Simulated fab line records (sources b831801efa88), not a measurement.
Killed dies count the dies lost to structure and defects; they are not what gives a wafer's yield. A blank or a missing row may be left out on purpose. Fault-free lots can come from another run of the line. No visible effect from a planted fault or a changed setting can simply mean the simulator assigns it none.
Comparing a struck lot with a sound one || flow sky130 || 16 out of 708 route steps
Sound: wafers L381.1, L381.2, L381.3. Wafers struck: L384.1, L384.4, L384.6. The cause comes at the end.
Per side, at each step with rows, come the tool, then ch with its chambers, and then its first start. Under that, the readings that differ: sound wafers || struck wafers || difference of the means || sigmas: that difference in standard deviations of wafers without a fault.
alike: same words and numbers on both sides, and readings whose means sit less than 2 such deviations apart. not compared: any withheld reading, any reading some wafer has no value for, any bound like >300 that may hide the same value, and any number with overlapping values for which the record gives no deviation.
The two part at a step that has a row with sigmas, a row that says differs or no value, or rows on one side only. Numbers that have no deviation but don't overlap get no sigmas and don't part them. A reading that every wafer of one side lacks parts them only if that side has two wafers or more.

SKY_METAL1_THK_MEAS_06: measures by xrf.
  struck on film metro-03, day 33 11:11; sound on film metro-03, day 31 16:50
  alike: METAL1_ALCU_THK
then, 8 steps without rows for these wafers: SKY_METAL1_DEHYDRATE_07 (time 60 s); SKY_METAL1_HMDS_08 (prime time 60 s); SKY_METAL1_COAT_09 (resist thk 60 nm); SKY_METAL1_COAT_10 (resist thk 450 nm); SKY_METAL1_SOFTBAKE_11 (time 90 s); SKY_METAL1_EXPOSE_12 (exposes mask MM1, target cd 140 nm); SKY_METAL1_PEB_13; SKY_METAL1_DEVELOP_14 (develop time 60 s).
SKY_METAL1_CD_MEAS_15: the cd target is 140 nm.
  struck on cd sem-01, day 34 14:02; sound on cd sem-01, day 32 19:22
  alike: cd nm
SKY_METAL1_OVL_MEAS_16:
  struck on overlay-02, day 34 14:09; sound on overlay-02, day 32 19:29
{"reading": "METAL1_OVL (nm)", "sound": "5 2 -1", "struck": "-4 -13 -11", "difference": -11, "sigmas": -2}
SKY_METAL1_DESCUM_17: chemistry O2, time 8 s.
  sound on rie metal-04 ch 0,1, day 32 19:31; struck on rie metal-04 ch 0,1, day 34 14:11
  alike: drypump motor current A, oes product au
  not compared: rf hours counter h
SKY_METAL1_ETCH_18: etches BARC in N2/H2, stops on SiO2, time 45.9 s, target depth 60 nm.
  sound on rie metal-04 ch 0,1, day 32 19:33; struck on rie metal-04 ch 0,1, day 34 14:13
  no value came back on the struck wafers for any of 5 readings (bias w (W), chamber pressure mTorr (mTorr) and others); on the sound wafers bias w (W) reads 100.6 99.8 100.3
{"reading": "model.KrF-thick_of_METAL1_COAT_10.thk nm (nm)", "sound": "395.9 394.9 396.1", "struck": "437.4 436.5 437.1", "difference": "+41.4", "sigmas": ""}
  not compared: rf hours counter h
SKY_METAL1_METAL_ETCH_19: etches the open film in Cl2/BCl3, stops on SiO2, target depth 360 nm, time 78 s.
  sound on rie metal-04 ch 0,1, day 32 19:37; struck on rie metal-04 ch 0,1, day 34 14:17
{"reading": "oes product au (a.u.)", "sound": "0.850 0.854 0.860", "struck": "0.377 0.368 0.382", "difference": -0.479, "sigmas": -76}
{"reading": "model.KrF-thick_of_METAL1_COAT_10.thk nm (nm)", "sound": "162.6 159.5 161.3", "struck": "203.1 205.6 206.2", "difference": "+43.8", "sigmas": ""}
  alike: bcl3 flow sccm, bias w, drypump motor current A, throttle valve pct
  not compared: rf hours counter h
SKY_METAL1_STRIP_20: strips in O2/N2.
  sound on plasma asher-04 ch 0,1, day 32 19:42; struck on plasma asher-02 ch 1, day 34 14:22
{"reading": "oes product au (a.u.)", "sound": "0.345 0.344 0.343", "struck": "0.360 0.368 0.362", "difference": "+0.019", "sigmas": "+4"}
{"reading": "strip time to endpoint s (s)", "sound": "2.74 2.72 2.72", "struck": "3.18 3.21 3.21", "difference": "+0.47", "sigmas": "+8"}
  alike: drypump motor current A
  not compared: rf hours counter h
then, 1 step without rows for these wafers: SKY_METAL1_STRIP_21 (strips in post etch residue remover, time 1200 s).

WHERE THEY PART
First at SKY_METAL1_OVL_MEAS_16; last, within this record, at SKY_METAL1_STRIP_20.

WHY: what had been put in by the simulator
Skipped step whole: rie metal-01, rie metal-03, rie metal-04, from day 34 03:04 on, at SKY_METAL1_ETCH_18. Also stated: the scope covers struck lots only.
